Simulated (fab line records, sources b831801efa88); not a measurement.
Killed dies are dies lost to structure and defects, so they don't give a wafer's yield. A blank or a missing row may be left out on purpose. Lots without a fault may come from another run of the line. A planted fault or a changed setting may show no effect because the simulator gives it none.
Which tool did it? | flow gf180mcu | 7 lots, 21 wafers sampled, at 1 step of a route of 602

WHAT THE GAUGES READ, wafer by wafer
GF_NSD_OVL_MEAS_08.
lot  | measured     | on         | NSD_OVL (nm)
L896 | day 14 01:44 | overlay-01 | -2.7 -1.3 -1.7
L899 | day 15 17:05 | overlay-02 | -1.7 -3.0 -0.5
L903 | day 16 09:44 | overlay-01 | -2.3 -1.1 -0.6
L910 | day 18 23:01 | overlay-01 | -1.3 0.1 -2.3
L913 | day 20 03:31 | overlay-01 | -0.1 -1.3 -0.3
L915 | day 20 09:47 | overlay-01 | 0.5 -2.0 -1.7
L917 | day 21 11:55 | overlay-01 | -1.1 -2.7 -1.7

WHICH TOOL RAN EACH LOT (tool, then ch and the chambers of the sampled wafers, then the start)
The record holds no process step before these readings.

THE ANSWER, worked out from the rows above alone
Rule: what is usual is taken from the lots themselves. Put in order of their means at a reading, lots are off if they are a third of the lots or fewer, leave a main group of 4 or more, and stand apart from it by a gap of 3 or more times the standard deviation of the main group's means; of several such gaps the widest counts. A main group whose means are all the same, to the digits that the tables above print for the reading, isn't used. A lot without any number at a reading at which 4 lots or more have one is off too. The other lots that the step has rows for count as sound.
No lot is off at any reading shown: from this, nothing can be told.

WHAT THE SIMULATOR HAD PUT IN
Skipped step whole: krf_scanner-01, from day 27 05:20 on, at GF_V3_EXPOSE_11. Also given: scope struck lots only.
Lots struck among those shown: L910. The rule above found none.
